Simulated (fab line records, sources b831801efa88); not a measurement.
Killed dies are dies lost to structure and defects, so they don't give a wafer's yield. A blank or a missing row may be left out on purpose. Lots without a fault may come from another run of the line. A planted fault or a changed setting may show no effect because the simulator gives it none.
Chamber matching | flow sky130 | SKY_VIA4_ETCH_12 on rie_diel-04: 4 sister chambers
The step etches SiO2 in C4F8/O2/Ar, stops on TiN, target depth 580 nm. 4 wafers are shown with their chamber, then 9 later ones without.

WAFERS WITH THEIR CHAMBER
wafer  | chamber | oes_product_au (a.u.)
L079.1 | 0       | 0.921
L089.4 | 3       | 0.930
L089.5 | 2       | 0.926
L089.6 | 1       | 0.923

WAFERS WITHOUT THEIR CHAMBER
wafer  | oes_product_au (a.u.)
L091.1 | 0.926
L091.2 | 0.934
L091.5 | 0.925
L095.2 | 0.930
L095.4 | 0.921
L095.5 | 0.923
L097.2 | 0.929
L097.3 | 0.921
L097.6 | 0.922

WHICH CHAMBER EACH WENT THROUGH
wafer  | from the rows above     | in truth
L091.1 | 2                       | 2
L091.2 | 3                       | 3
L091.5 | can't be placed: 2 or 1 | 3
L095.2 | 3                       | 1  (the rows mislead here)
L095.4 | can't be placed: 0 or 1 | 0
L095.5 | can't be placed: 1 or 0 | 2
L097.2 | can't be placed: 3 or 2 | 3
L097.3 | can't be placed: 0 or 1 | 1
L097.6 | can't be placed: 0 or 1 | 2
Placed correctly: 2 of 9. Can't be placed from these rows: 6 (the true chamber is among the candidates in 3). Placed wrongly: 1.
How it was worked out, from the rows above alone: a wafer's distance from a chamber is the root of the sum, over the readings, of the square of ((its reading less the chamber's mean) divided by the reading's scatter). The wafer belongs to the nearest chamber; if the next one is less than 2 further off, it can't be placed. A chamber's mean is the mean of its shown wafers. The scatter: with one shown wafer a chamber, the root of the mean of the squares of how far each hidden wafer lies from its nearest shown one.
